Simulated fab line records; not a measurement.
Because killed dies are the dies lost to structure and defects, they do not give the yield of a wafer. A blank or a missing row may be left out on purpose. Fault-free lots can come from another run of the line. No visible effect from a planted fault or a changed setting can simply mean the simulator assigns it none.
Which tool was responsible? || flow gf180mcu || 13 lots, 39 wafers sampled, at 1 step of a route of 602

## WHAT THE GAUGES READ, wafer by wafer
GF_VT_IMPLANT_OVL_MEAS_29.
{"lot": "L721", "measured": "day 6 19:07", "on": "overlay-02", "VT_IMPLANT_02_OVL (nm)": "2.2 2.7 0.6"}
{"lot": "L722", "measured": "day 7 03:04", "on": "overlay-01", "VT_IMPLANT_02_OVL (nm)": "-3.1 -0.9 -1.9"}
{"lot": "L723", "measured": "day 7 05:25", "on": "overlay-02", "VT_IMPLANT_02_OVL (nm)": "-0.1 0.4 1.5"}
{"lot": "L724", "measured": "day 7 17:28", "on": "overlay-02", "VT_IMPLANT_02_OVL (nm)": "0.7 -0.4 1.9"}
{"lot": "L726", "measured": "day 8 11:13", "on": "overlay-02", "VT_IMPLANT_02_OVL (nm)": "-0.4 -2.2 -2.5"}
{"lot": "L725", "measured": "day 8 11:31", "on": "overlay-01", "VT_IMPLANT_02_OVL (nm)": "1.9 1.1 2.1"}
{"lot": "L728", "measured": "day 9 01:16", "on": "overlay-02", "VT_IMPLANT_02_OVL (nm)": "0.4 1.5 1.0"}
{"lot": "L727", "measured": "day 9 03:55", "on": "overlay-02", "VT_IMPLANT_02_OVL (nm)": "-0.7 1.0 -0.4"}
{"lot": "L729", "measured": "day 9 11:46", "on": "overlay-02", "VT_IMPLANT_02_OVL (nm)": "-0.8 -2.7 -2.8"}
{"lot": "L732", "measured": "day 10 00:46", "on": "overlay-02", "VT_IMPLANT_02_OVL (nm)": "-2.3 -3.1 -3.5"}
{"lot": "L733", "measured": "day 10 12:43", "on": "overlay-01", "VT_IMPLANT_02_OVL (nm)": "2.2 2.7 1.0"}
{"lot": "L734", "measured": "day 10 13:55", "on": "overlay-01", "VT_IMPLANT_02_OVL (nm)": "0.8 0.9 0.2"}
{"lot": "L744", "measured": "day 13 07:39", "on": "overlay-01", "VT_IMPLANT_02_OVL (nm)": "0.2 1.2 0.9"}

## TOOL THAT RAN EACH LOT (tool first, then ch and the chambers of the sampled wafers, then the start)
The record holds no process step before these readings.

## WHAT THE TOOLS THEMSELVES READ (means of the sampled wafers that have a number; where no wafer has one, the mark that the record gives instead)
The record holds no such reading with a usual standard deviation.

## THE ANSWER, worked out from the rows above alone
Rule: the usual values come from the lots themselves. The widest of any qualifying gaps counts: lots, ordered by their means at a reading, are off when they make up no more than a third of the lots, leave a main group of 4 or more, and stand apart from it by 3 or more times the standard deviation of that group's means. The tables above print the reading to a certain number of digits; a main group whose means all agree to those digits is not used. A lot without any number at a reading at which 4 lots or more have one is off too. Where the step has rows for the other lots, those lots are counted as sound. Order of review: gauges by route order, followed by the tools' own readings, for which a lot's mean as printed above is used. The first step at which some lot is off is used, and at that step the reading that is off furthest; a lot without a number counts as furthest.
None of the lots is off at any reading shown; this tells nothing.

## WHAT WAS PUT IN BY THE SIMULATOR
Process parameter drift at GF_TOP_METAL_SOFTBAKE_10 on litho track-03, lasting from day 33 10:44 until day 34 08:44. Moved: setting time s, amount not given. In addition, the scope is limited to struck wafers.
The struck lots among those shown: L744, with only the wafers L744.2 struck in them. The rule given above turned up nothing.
